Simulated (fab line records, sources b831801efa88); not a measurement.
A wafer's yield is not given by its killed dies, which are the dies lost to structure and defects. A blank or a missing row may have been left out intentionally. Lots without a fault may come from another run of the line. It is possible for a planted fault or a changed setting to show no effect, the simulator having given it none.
Which of the tools did it? :: flow sky130 :: 13 lots, 39 wafers sampled, at 4 steps of a route of 708

## WHAT THE GAUGES SHOWED, per wafer
SKY_VT_ADJUST_LVTN_OVL_MEAS_07. Usual: VT_ADJUST_LVTN_OVL typically reads 0.6 nm, with standard deviation 1.4.
lot: L763
measured: day 6 23:11
on: overlay-02
VT_ADJUST_LVTN_OVL (nm): 0.8 1.1 0.4
flag: 

lot: L764
measured: day 7 09:40
on: overlay-01
VT_ADJUST_LVTN_OVL (nm): -0.4 -0.7 -1.3
flag: 

lot: L767
measured: day 8 09:08
on: overlay-01
VT_ADJUST_LVTN_OVL (nm): -2.0 -2.3 -3.9
flag: 

lot: L768
measured: day 8 16:04
on: overlay-01
VT_ADJUST_LVTN_OVL (nm): -0.1 1.4 2.0
flag: 

lot: L769
measured: day 8 21:07
on: overlay-02
VT_ADJUST_LVTN_OVL (nm): 2.8 1.4 -0.1
flag: 

lot: L770
measured: day 8 23:34
on: overlay-02
VT_ADJUST_LVTN_OVL (nm): 1.2 3.0 0.1
flag: 

lot: L771
measured: day 9 05:53
on: overlay-01
VT_ADJUST_LVTN_OVL (nm): 1.2 2.2 0.7
flag: 

lot: L772
measured: day 9 13:59
on: overlay-01
VT_ADJUST_LVTN_OVL (nm): -0.2 2.3 1.8
flag: 

lot: L774
measured: day 10 07:09
on: overlay-01
VT_ADJUST_LVTN_OVL (nm): 1.8 0.0 -0.3
flag: 

lot: L776
measured: day 10 21:14
on: overlay-01
VT_ADJUST_LVTN_OVL (nm): - - -
flag: OFF

lot: L779
measured: day 11 11:25
on: overlay-02
VT_ADJUST_LVTN_OVL (nm): 1.6 1.2 1.7
flag: 

lot: L781
measured: day 12 03:00
on: overlay-01
VT_ADJUST_LVTN_OVL (nm): 0.4 2.7 1.5
flag: 

lot: L785
measured: day 13 04:41
on: overlay-02
VT_ADJUST_LVTN_OVL (nm): -1.9 0.1 -0.1
flag: 

SKY_VT_ADJUST_LVTN_TW_MEAS_10. Usual: VT_ADJUST_LVTN_TW typically reads 242.9, with standard deviation 1.6.
lot: L763
measured: day 6 23:29
on: film metro-04
VT_ADJUST_LVTN_TW: 240.6 240.5 240.7
flag: 

lot: L764
measured: day 7 09:57
on: film metro-01
VT_ADJUST_LVTN_TW: 242.5 242.6 241.0
flag: 

lot: L767
measured: day 8 09:26
on: film metro-01
VT_ADJUST_LVTN_TW: 242.8 243.4 243.4
flag: 

lot: L768
measured: day 8 16:22
on: film metro-01
VT_ADJUST_LVTN_TW: 243.9 244.6 243.5
flag: 

lot: L769
measured: day 8 21:25
on: film metro-03
VT_ADJUST_LVTN_TW: 245.4 246.3 245.3
flag: 

lot: L770
measured: day 8 23:52
on: film metro-01
VT_ADJUST_LVTN_TW: 243.8 244.1 243.5
flag: 

lot: L771
measured: day 9 06:10
on: film metro-01
VT_ADJUST_LVTN_TW: 240.8 241.4 242.8
flag: 

lot: L772
measured: day 9 14:16
on: film metro-03
VT_ADJUST_LVTN_TW: 241.4 239.4 238.7
flag: 

lot: L774
measured: day 10 07:26
on: film metro-04
VT_ADJUST_LVTN_TW: 240.6 242.0 243.6
flag: 

lot: L776
measured: day 10 21:32
on: film metro-01
VT_ADJUST_LVTN_TW: 30.2 30.0 30.1
flag: OFF

lot: L779
measured: day 11 11:43
on: film metro-01
VT_ADJUST_LVTN_TW: 242.4 243.6 242.7
flag: 

lot: L781
measured: day 12 03:17
on: film metro-03
VT_ADJUST_LVTN_TW: 243.8 242.9 242.4
flag: 

lot: L785
measured: day 13 04:58
on: film metro-04
VT_ADJUST_LVTN_TW: 243.1 241.8 240.8
flag: 

SKY_VT_ADJUST_LVTN_TW_MEAS_21. Usual: VT_ADJUST_LVTN_2_TW typically reads 188.8, with standard deviation 0.86.
lot: L763
measured: day 7 19:23
on: film metro-01
VT_ADJUST_LVTN_2_TW: 188.1 188.8 188.9
flag: 

lot: L764
measured: day 8 05:55
on: film metro-04
VT_ADJUST_LVTN_2_TW: 187.1 187.3 187.6
flag: 

lot: L767
measured: day 9 06:29
on: film metro-01
VT_ADJUST_LVTN_2_TW: 187.9 188.7 188.4
flag: 

lot: L768
measured: day 9 13:41
on: film metro-04
VT_ADJUST_LVTN_2_TW: 188.7 188.4 187.9
flag: 

lot: L769
measured: day 9 18:47
on: film metro-01
VT_ADJUST_LVTN_2_TW: 188.5 188.9 189.3
flag: 

lot: L770
measured: day 9 21:23
on: film metro-01
VT_ADJUST_LVTN_2_TW: 189.2 188.2 188.5
flag: 

lot: L771
measured: day 10 03:42
on: film metro-03
VT_ADJUST_LVTN_2_TW: 188.4 188.5 189.1
flag: 

lot: L772
measured: day 10 13:14
on: film metro-03
VT_ADJUST_LVTN_2_TW: 188.8 188.9 188.8
flag: 

lot: L774
measured: day 11 06:38
on: film metro-04
VT_ADJUST_LVTN_2_TW: 190.2 189.8 189.4
flag: 

lot: L776
measured: day 11 20:41
on: film metro-01
VT_ADJUST_LVTN_2_TW: 268.4 268.0 268.4
flag: OFF

lot: L779
measured: day 12 10:59
on: film metro-01
VT_ADJUST_LVTN_2_TW: 189.0 188.8 189.0
flag: 

lot: L781
measured: day 13 03:59
on: film metro-04
VT_ADJUST_LVTN_2_TW: 187.9 188.7 189.0
flag: 

lot: L785
measured: day 14 07:01
on: film metro-03
VT_ADJUST_LVTN_2_TW: 190.0 190.7 191.2
flag: 

## TOOL THAT RAN EACH LOT (tool first, then ch and the chambers of the sampled wafers, then the start)
lot: L763
SKY_VT_ADJUST_LVTN_EXPOSE_04: iline stepper-02 ch 0, day 6 14:12

lot: L764
SKY_VT_ADJUST_LVTN_EXPOSE_04: iline stepper-02 ch 0, day 7 00:10

lot: L767
SKY_VT_ADJUST_LVTN_EXPOSE_04: iline stepper-02 ch 0, day 7 23:12

lot: L768
SKY_VT_ADJUST_LVTN_EXPOSE_04: iline stepper-01 ch 0, day 8 05:20

lot: L769
SKY_VT_ADJUST_LVTN_EXPOSE_04: iline stepper-01 ch 0, day 8 11:03

lot: L770
SKY_VT_ADJUST_LVTN_EXPOSE_04: iline stepper-02 ch 0, day 8 13:12

lot: L771
SKY_VT_ADJUST_LVTN_EXPOSE_04: iline stepper-02 ch 0, day 8 19:08

lot: L772
SKY_VT_ADJUST_LVTN_EXPOSE_04: iline stepper-01 ch 0, day 9 03:16

lot: L774
SKY_VT_ADJUST_LVTN_EXPOSE_04: iline stepper-02 ch 0, day 9 20:07

lot: L776
SKY_VT_ADJUST_LVTN_EXPOSE_04: iline stepper-01 ch 0, day 10 10:16

lot: L779
SKY_VT_ADJUST_LVTN_EXPOSE_04: iline stepper-01 ch 0, day 10 23:59

lot: L781
SKY_VT_ADJUST_LVTN_EXPOSE_04: iline stepper-01 ch 0, day 11 15:03

lot: L785
SKY_VT_ADJUST_LVTN_EXPOSE_04: iline stepper-02 ch 0, day 12 16:04
- SKY_VT_ADJUST_LVTN_EXPOSE_04: exposes mask NWM COMPLEMENT LESS NATIVE, target cd 840 nm.

## AS READ BY THE TOOLS THEMSELVES (means over the sampled wafers that have a number; for cases with no such wafer, the mark the record gives instead)
The record holds no such reading with a usual standard deviation.

## THE ANSWER, worked out from the rows above alone
Rule: lot off if the mean of its wafers having a number is beyond 3 standard deviations from the usual mean. Also off: a lot with no number at a reading for which 4 or more lots have one. Any other lot the step has rows for is counted as sound. First the gauges in route order, then the tools' own readings, where a lot's mean is used as printed above. The first step at which some lot is off is used, and at that step the reading that is off furthest; a lot without a number counts as furthest.
Off: L776, seen at SKY_VT_ADJUST_LVTN_OVL_MEAS_07 (VT_ADJUST_LVTN_OVL). Without a number there: L776.
If a tool, at a process step before that reading, ran all the lots that are off and no sound lot after the first of them, it fits. Not tried: the gauges at SKY_VT_ADJUST_LVTN_OVL_MEAS_07; whatever is off there is also off at SKY_VT_ADJUST_LVTN_TW_MEAS_10, on other tools, and gauge error can't account for it. Not one of the candidates tried fits.

## WHAT THE SIMULATOR PUT IN
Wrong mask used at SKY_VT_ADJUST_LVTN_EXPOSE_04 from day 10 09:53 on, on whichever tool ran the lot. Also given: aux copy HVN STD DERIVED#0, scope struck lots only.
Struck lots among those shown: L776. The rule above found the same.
